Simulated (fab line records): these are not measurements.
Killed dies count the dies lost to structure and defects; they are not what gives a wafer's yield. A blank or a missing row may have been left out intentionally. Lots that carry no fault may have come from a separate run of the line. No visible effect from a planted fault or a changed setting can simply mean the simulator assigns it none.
Which of the tools did it? :: flow gf180mcu :: 11 lots, 33 wafers sampled, at 2 steps of a route of 602

## WHAT THE GAUGES READ, wafer by wafer
GF_V4_RS_MEAS_24: measures by four-point-probe.
lot: L323
measured: day 24 19:11
on: film-metro-03
V4_W_RS (ohm/sq): 0.328 0.331 0.330

lot: L324
measured: day 25 09:23
on: film-metro-03
V4_W_RS (ohm/sq): 0.317 0.321 0.321

lot: L326
measured: day 26 03:05
on: film-metro-03
V4_W_RS (ohm/sq): 0.331 0.325 0.333

lot: L327
measured: day 26 12:03
on: film-metro-01
V4_W_RS (ohm/sq): 0.325 0.326 0.317

lot: L328
measured: day 26 20:03
on: film-metro-04
V4_W_RS (ohm/sq): 0.325 0.329 0.327

lot: L330
measured: day 27 03:53
on: film-metro-03
V4_W_RS (ohm/sq): 0.322 0.324 0.328

lot: L331
measured: day 27 15:57
on: film-metro-04
V4_W_RS (ohm/sq): 0.326 0.322 0.323

lot: L332
measured: day 27 21:58
on: film-metro-04
V4_W_RS (ohm/sq): 0.328 0.322 0.330

lot: L335
measured: day 28 20:02
on: film-metro-03
V4_W_RS (ohm/sq): 0.333 0.325 0.330

lot: L341
measured: day 30 08:32
on: film-metro-01
V4_W_RS (ohm/sq): 0.330 0.327 0.323

lot: L342
measured: day 30 19:22
on: film-metro-04
V4_W_RS (ohm/sq): 0.327 0.326 0.329

## WHAT TOOL EACH LOT RAN ON (gives the tool, then ch and the chambers of the sampled wafers, and finally the start)
lot: L323
GF_V4_SPUTTER_21: pvd-sputter-01, day 24 18:58

lot: L324
GF_V4_SPUTTER_21: pvd-sputter-02, day 25 09:10

lot: L326
GF_V4_SPUTTER_21: pvd-sputter-04, day 26 02:48

lot: L327
GF_V4_SPUTTER_21: pvd-sputter-04, day 26 11:49

lot: L328
GF_V4_SPUTTER_21: pvd-sputter-04, day 26 19:47

lot: L330
GF_V4_SPUTTER_21: pvd-sputter-01, day 27 03:40

lot: L331
GF_V4_SPUTTER_21: pvd-sputter-04, day 27 15:42

lot: L332
GF_V4_SPUTTER_21: pvd-sputter-02, day 27 21:43

lot: L335
GF_V4_SPUTTER_21: pvd-sputter-02, day 28 19:49

lot: L341
GF_V4_SPUTTER_21: pvd-sputter-04, day 30 08:19

lot: L342
GF_V4_SPUTTER_21: pvd-sputter-04, day 30 19:05
- GF_V4_SPUTTER_21: material Ti, target thk 15 nm, time 80.02 s.

## THE ANSWER, worked out from the rows above alone
Rule: usual is defined by the lots themselves. Put in order of their means at a reading, lots are off if they are a third of the lots or fewer, leave a main group of 4 or more, and stand apart from it by a gap of 3 or more times the standard deviation of the main group's means; of several such gaps the widest counts. The tables above print the reading to a certain number of digits; a main group whose means all agree to those digits is not used. Also off: a lot with no number at a reading for which 4 or more lots have one. The other lots that the step has rows for count as sound.
No lot is off at any reading shown: from this, nothing can be told.

## WHAT HAD BEEN PUT IN BY THE SIMULATOR
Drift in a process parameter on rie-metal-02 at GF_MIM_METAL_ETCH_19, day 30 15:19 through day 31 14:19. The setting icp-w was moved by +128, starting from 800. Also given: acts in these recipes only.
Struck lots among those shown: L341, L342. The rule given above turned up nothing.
